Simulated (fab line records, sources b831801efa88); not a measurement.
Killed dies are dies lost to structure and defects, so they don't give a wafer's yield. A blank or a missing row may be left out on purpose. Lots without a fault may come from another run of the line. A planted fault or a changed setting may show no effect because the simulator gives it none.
Split-lot experiment | flow gf180mcu | 5 lots, 23 wafers read, on a route of 602 steps

THE SPLIT
At GF_PSD_DEVELOP_06 (develop time 60 s), the setting develop_time_s was moved away from the recipe's 60 s on 9 of the 23 wafers read, by -9.9% to +13.7%. The other wafers ran this setting at the recipe's value.

The file shows no step between the split and the reading.

THE READING
cd_nm, in nm, at GF_PSD_CD_MEAS_07 (target cd 400 nm). Fault-free wafers of this fab line usually give 400.7 nm, standard deviation 1.7 nm.

wafer  | tool, chamber at the split | develop_time_s as run, s | against the recipe | cd_nm, nm | against lot-mates on the recipe
L077.2 | litho_track-03, 0          | 55.01                    | -8.3%              | 390.2     | -11.0
L077.3 | litho_track-03, 0          | 60                       | recipe             | 402.1     | -
L077.4 | litho_track-03, 0          | 60                       | recipe             | 400.8     | -
L077.5 | litho_track-03, 0          | 55.01                    | -8.3%              | 393.3     | -7.9
L077.6 | litho_track-03, 0          | 60                       | recipe             | 400.8     | -
L076.1 | litho_track-01, 0          | 60                       | recipe             | 400.4     | -
L076.2 | litho_track-01, 0          | 60                       | recipe             | 400.4     | -
L076.3 | litho_track-01, 0          | 68.22                    | +13.7%             | 411.4     | +12.1
L076.5 | litho_track-01, 0          | 68.22                    | +13.7%             | 413.4     | +14.1
L076.6 | litho_track-01, 0          | 60                       | recipe             | 397.0     | -
L081.2 | litho_track-01, 0          | 60                       | recipe             | 402.3     | -
L081.3 | litho_track-01, 0          | 60                       | recipe             | 401.5     | -
L081.4 | litho_track-01, 0          | 60                       | recipe             | 403.2     | -
L080.2 | litho_track-03, 0          | 60                       | recipe             | 400.3     | -
L080.3 | litho_track-03, 0          | 60                       | recipe             | 400.5     | -
L080.4 | litho_track-03, 0          | 54.08                    | -9.9%              | 389.0     | -11.4
L080.5 | litho_track-03, 0          | 54.08                    | -9.9%              | 389.9     | -10.5
L080.6 | litho_track-03, 0          | 60                       | recipe             | 400.5     | -
L083.2 | litho_track-01, 0          | 67.37                    | +12.3%             | 410.9     | +9.4
L083.3 | litho_track-01, 0          | 67.37                    | +12.3%             | 410.4     | +8.9
L083.4 | litho_track-01, 0          | 60                       | recipe             | 400.4     | -
L083.5 | litho_track-01, 0          | 60                       | recipe             | 402.7     | -
L083.6 | litho_track-01, 0          | 67.37                    | +12.3%             | 411.4     | +9.9

THE FIT
A straight line over all 23 wafers: cd_nm changes by +0.929 nm for each +1% of develop_time_s; r = +0.97; the points scatter about the line by 1.6 nm.
The same after taking each lot's own level away (the mean of its wafers on the recipe; 23 wafers): +0.943 nm for each +1%; r = +0.98; scatter 1.4 nm.
On that fit, the largest move of develop_time_s shifts the reading by 13 nm.
The lots' own levels span 399.27 to 402.33 nm, that is 1.8 times the standard deviation above.
So the lot-to-lot level changes the slope little: the two slopes agree.
Check: with one of the wafers moved furthest among these (+13.7%) left out of the fit, the line predicts +12.4 nm for it against its lot-mates. It came out at +12.1 nm against them.

OTHER SPLITS ON THESE WAFERS
These wafers also went through other splits before the reading. Each is held against what the fit with the lots' levels taken away leaves over:
other split on the same wafers | wafers away from the commonest value | r with cd_nm (lot level and that fit taken away)
GF_HV_LDD_CVD_56 temp_c        | 15                                   | -0.34
GF_HV_LDD_ETCHBACK_58 source_w | 8                                    | +0.11

THE FILE'S OWN FIT
cd_nm changes by +0.956 nm for each +1% of develop_time_s, r = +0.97.
